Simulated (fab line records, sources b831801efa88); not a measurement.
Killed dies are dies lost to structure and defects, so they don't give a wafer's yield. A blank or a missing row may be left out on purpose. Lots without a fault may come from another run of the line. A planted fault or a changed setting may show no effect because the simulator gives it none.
A struck lot beside a sound one | flow sky130 | 18 steps out of a route of 708
Sound: wafers L270.1, L270.3, L270.6. Struck: wafers L259.2, L259.5, L259.6. The cause comes at the end.
At each step with rows: each side's tool, then ch and its chambers, then its first start. Under that, the readings that differ: sound wafers | struck wafers | difference of the means | sigmas: that difference in standard deviations of wafers without a fault.
alike: readings whose means differ by less than 2 such deviations, and words and numbers that are the same on both sides. not compared: withheld readings, readings that some wafer has no value for, bounds like >300 that may hide the same value, and numbers for which the record gives no deviation and whose values overlap.
The two part at a step that has a row with sigmas, a row that says differs or no value, or rows on one side only. Numbers that don't overlap but have no deviation are shown without sigmas and don't part them. A reading that every wafer of one side lacks parts them only if that side has two wafers or more.

SKY_LDD_HVP_STRIP_09: strips in O2/N2.
  sound on plasma_asher-03 ch 0,1, day 29 03:17; struck on plasma_asher-03 ch 0,1, day 25 16:32
  alike: drypump_motor_current_A, oes_product_au, strip_time_to_endpoint_s
  not compared: rf_hours_counter_h
SKY_LDD_HVP_TW_MEAS_10:
  sound on film_metro-04, day 29 03:23; struck on film_metro-02, day 25 16:38
  alike: LDD_HVP_TW
then, 7 steps without rows for these wafers: SKY_LDD_LDN_DEHYDRATE_00 (time 60 s); SKY_LDD_LDN_HMDS_01 (prime time 60 s); SKY_LDD_LDN_COAT_02 (resist thk 1140 nm); SKY_LDD_LDN_SOFTBAKE_03 (time 60 s); SKY_LDD_LDN_EXPOSE_04 (exposes mask LDNTM, target cd 700 nm); SKY_LDD_LDN_PEB_05; SKY_LDD_LDN_DEVELOP_06 (develop time 60 s).
SKY_LDD_LDN_OVL_MEAS_07:
  sound on overlay-02, day 30 07:29; struck on overlay-01, day 26 21:54
  reading          | sound       | struck         | difference | sigmas
  LDD_LDN_OVL (nm) | 1.4 2.2 1.4 | -2.0 -2.4 -1.8 | -3.7       | -3
then, 2 steps without rows for these wafers: SKY_LDD_LDN_IMPLANT_08; SKY_LDD_LDN_IMPLANT_09.
SKY_LDD_LDN_IMPLANT_10:
  sound on implanter-01 ch 0, day 30 07:50; struck on implanter-02 ch 0, day 26 22:16
  reading            | sound                          | struck                        | difference | sigmas
  dose_ions_cm2      | 1.25e+13 1.2507e+13 1.2498e+13 | 3.253e+12 3.264e+12 3.273e+12 | -9.238e+12 | -99 or more
  faraday_current_uA | 69.4 69.9 70.1                 | 17.8 18.5 18.3                | -51.6      | -43
  alike: rotation_deg
then, 1 step without rows for these wafers: SKY_LDD_LDN_IMPLANT_11.
SKY_LDD_LDN_STRIP_12: strips in O2/N2.
  sound on plasma_asher-04 ch 0,1, day 30 08:08; struck on plasma_asher-02 ch 0,1, day 26 22:32
  reading                     | sound       | struck      | difference | sigmas
  drypump_motor_current_A (A) | 5.2 5.6 5.2 | 6.3 6.3 6.4 | +1.0       | +2
  alike: oes_product_au, strip_time_to_endpoint_s
  not compared: rf_hours_counter_h
SKY_LDD_LDN_TW_MEAS_13:
  sound on film_metro-03, day 30 08:14; struck on film_metro-02, day 26 22:38
  reading    | sound          | struck         | difference | sigmas
  LDD_LDN_TW | 1491 1486 1495 | 1388 1384 1387 | -104       | -10
then, 1 step without rows for these wafers: SKY_LDD_LDN_CLEAN_14 (cleans in SC1/SC2, time 150 s).
-- the record jumps here: 22 days lie between the struck wafers' starts before and after (it left off in module LDD_LDN and takes up again in module PAD_OPEN, whose first step shown is number 708 of the route) --
SKY_PAD_OPEN_PROBE_99:
  sound on prober-02, day 50 20:01; struck on prober-01, day 48 16:58
  reading                         | sound          | struck         | difference | sigmas
  model.etest.tip_sonos.rs_ohm_sq | 2703 2679 2650 | 2978 2953 3047 | +315       |
  alike: killed_at_M0_to_M3, killed_at_M4_up, killed_at_contacts, killed_at_front_end, killed_at_other, killed_dies, killed_open, killed_short

WHERE THEY PART
First at SKY_LDD_LDN_OVL_MEAS_07; last, within this record, at SKY_LDD_LDN_TW_MEAS_13. Later steps at which nothing parts them and some readings are alike: SKY_PAD_OPEN_PROBE_99.

WHY: what the simulator had put in
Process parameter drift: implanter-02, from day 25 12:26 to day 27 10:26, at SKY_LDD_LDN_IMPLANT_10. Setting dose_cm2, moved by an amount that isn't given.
